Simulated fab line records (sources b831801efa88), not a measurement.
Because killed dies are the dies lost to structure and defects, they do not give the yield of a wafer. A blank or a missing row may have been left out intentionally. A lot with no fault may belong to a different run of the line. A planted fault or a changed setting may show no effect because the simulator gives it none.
Which tool was responsible? | flow gf180mcu | 32 wafers from 11 lots sampled at 5 of the route's 602 steps

== WHAT THE GAUGES SHOWED, per wafer ==
GF_M4_OVL_MEAS_15.
lot  | measured     | on         | M4_OVL (nm)
L584 | day 23 04:22 | overlay-02 | -4 -2 -4
L588 | day 24 17:25 | overlay-01 | 3 9 5
L589 | day 24 23:50 | overlay-01 | 7 -1 6
L590 | day 25 12:40 | overlay-02 | 1 -3 1
L593 | day 26 07:16 | overlay-01 | -6 -5 -13
L595 | day 26 21:40 | overlay-01 | 1 -2 1
L596 | day 27 15:34 | overlay-02 | 13 20 11
L597 | day 27 20:19 | overlay-01 | -1 -6 -8
L602 | day 29 10:46 | overlay-01 | -10 -8 -5
L606 | day 30 09:39 | overlay-02 | 6 3 11
L607 | day 30 19:12 | overlay-01 | 9 6

GF_V4_RS_MEAS_24: uses a four-point probe to measure.
lot  | measured     | on            | V4_W_RS (ohm/sq)
L584 | day 24 05:56 | film metro-03 | 0.327 0.327 0.330
L588 | day 25 18:20 | film metro-04 | 0.328 0.320 0.320
L589 | day 26 00:22 | film metro-03 | 0.330 0.322 0.324
L590 | day 26 11:58 | film metro-01 | 0.320 0.325 0.327
L593 | day 27 05:34 | film metro-01 | 0.321 0.327 0.319
L595 | day 27 20:13 | film metro-01 | 0.321 0.329 0.322
L596 | day 28 14:32 | film metro-03 | 0.327 0.324 0.322
L597 | day 28 18:46 | film metro-03 | 0.323 0.325 0.321
L602 | day 30 07:19 | film metro-03 | 0.321 0.327 0.190
L606 | day 31 05:28 | film metro-03 | 0.327 0.326 0.190
L607 | day 31 14:57 | film metro-04 | 0.326 0.193

GF_V4_THK_MEAS_25: measures by xrf.
lot  | measured     | on            | V4_W_THK (nm)
L584 | day 24 06:01 | film metro-03 | 363 363 359
L588 | day 25 18:27 | film metro-04 | 350 359 356
L589 | day 26 00:29 | film metro-03 | 356 362 364
L590 | day 26 12:05 | film metro-01 | 366 360 357
L593 | day 27 05:41 | film metro-01 | 362 357 366
L595 | day 27 20:19 | film metro-01 | 364 355 360
L596 | day 28 14:38 | film metro-03 | 359 364 367
L597 | day 28 18:52 | film metro-03 | 364 360 365
L602 | day 30 07:26 | film metro-03 | 368 363 -
L606 | day 31 05:35 | film metro-03 | 360 362 -
L607 | day 31 15:04 | film metro-04 | 350 -

== TOOL THAT RAN EACH LOT (tool first, then ch and the chambers of the sampled wafers, then the start) ==
lot  | GF_V3_CMP_04                  | GF_V4_CVD_23
L584 | cmp-01 ch 2,3, day 21 02:38   | cvd w-01 ch 0,1, day 24 05:48
L588 | cmp-01 ch 1,3, day 22 17:54   | cvd w-02 ch 0,1, day 25 18:13
L589 | cmp-01 ch 0,1,2, day 23 00:35 | cvd w-02 ch 0,1, day 26 00:15
L590 | cmp-02 ch 1,2,3, day 23 13:47 | cvd w-02 ch 0,1, day 26 11:52
L593 | cmp-01 ch 0,2,3, day 24 10:24 | cvd w-02 ch 0,1, day 27 05:26
L595 | cmp-02 ch 0,1,3, day 25 00:42 | cvd w-02 ch 0,1, day 27 20:05
L596 | cmp-01 ch 0,1,2, day 25 19:34 | cvd w-01 ch 0,1, day 28 14:26
L597 | cmp-02 ch 0,1,3, day 26 01:04 | cvd w-01 ch 0,1, day 28 18:39
L602 | cmp-02 ch 2,3, day 27 17:40   | cvd w-01 ch 0,1, day 30 07:13
L606 | cmp-01 ch 0,2, day 28 18:40   | cvd w-01 ch 0,1, day 31 05:21
L607 | cmp-02 ch 1, day 29 05:13     | cvd w-01 ch 1, day 31 14:50
- GF_V3_CMP_04: polishes SiO2.
- GF_V4_CVD_23: deposits W, target thk 350 nm, time 104.9 s.

== AS READ BY THE TOOLS THEMSELVES (means over the sampled wafers that have a number; for cases with no such wafer, the mark the record gives instead) ==
GF_V3_CMP_04.
lot  | tool   | motor current A (A) | platen rpm (rpm) | time to endpoint s (s)
L584 | cmp-01 | 12.1                | 60.04            | 85
L588 | cmp-01 | 13.8                | 60.00            | 76
L589 | cmp-01 | 13.2                | 60.05            | 82
L590 | cmp-02 | 12.6                | 60.02            | 81
L593 | cmp-01 | 12.4                | 60.03            | 87
L595 | cmp-02 | 11.0                | 60.01            | 82
L596 | cmp-01 | 12.5                | 60.00            | 83
L597 | cmp-02 | 11.3                | 60.04            | 81
L602 | cmp-02 | 12.4                | 59.99            | 73
L606 | cmp-01 | 11.8                | 60.03            | 84
L607 | cmp-02 | 13.4                | 59.99            | 78

GF_V4_CVD_23.
lot  | tool     | heater power outer w (W) | heater power w (W)
L584 | cvd w-01 | 515                      | 811
L588 | cvd w-02 | 517                      | 852
L589 | cvd w-02 | 518                      | 834
L590 | cvd w-02 | 512                      | 849
L593 | cvd w-02 | 518                      | 833
L595 | cvd w-02 | 520                      | 854
L596 | cvd w-01 | 546                      | 883
L597 | cvd w-01 | 560                      | 882
L602 | cvd w-01 | 551                      | 885
L606 | cvd w-01 | 533                      | 840
L607 | cvd w-01 | 573                      | 936

== THE ANSWER, worked out from the rows above alone ==
Rule: what is usual is taken from the lots themselves. The widest of any qualifying gaps counts: lots, ordered by their means at a reading, are off when they make up no more than a third of the lots, leave a main group of 4 or more, and stand apart from it by 3 or more times the standard deviation of that group's means. Not used: any main group whose means are identical at the precision the tables above print for the reading. A lot without any number at a reading at which 4 lots or more have one is off too. The other lots that the step has rows for count as sound. After the gauges, taken in route order, come the tools' own readings; for these a lot's mean is taken, as printed above. At the first step where some lot is off, the reading lying furthest off is the one used; lots without a number count as furthest.
Off: L602, L606, L607, at GF_V4_RS_MEAS_24 (V4_W_RS). Main group: mean 0.324 ohm/sq, sd 0.0017.
If a tool, at a process step before that reading, ran all the lots that are off and no sound lot after the first of them, it fits. The gauges at GF_V4_RS_MEAS_24 are tried like those tools. One fits: cvd w-01 at GF_V4_CVD_23. Its last sound lot is L597 (day 28 18:39), its first lot that is off L602 (day 30 07:13): a fault that began between those two fits.

== WHAT WAS PUT IN BY THE SIMULATOR ==
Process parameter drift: cvd w-01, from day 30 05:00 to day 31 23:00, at GF_V4_CVD_23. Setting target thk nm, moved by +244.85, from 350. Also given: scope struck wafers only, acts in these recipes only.
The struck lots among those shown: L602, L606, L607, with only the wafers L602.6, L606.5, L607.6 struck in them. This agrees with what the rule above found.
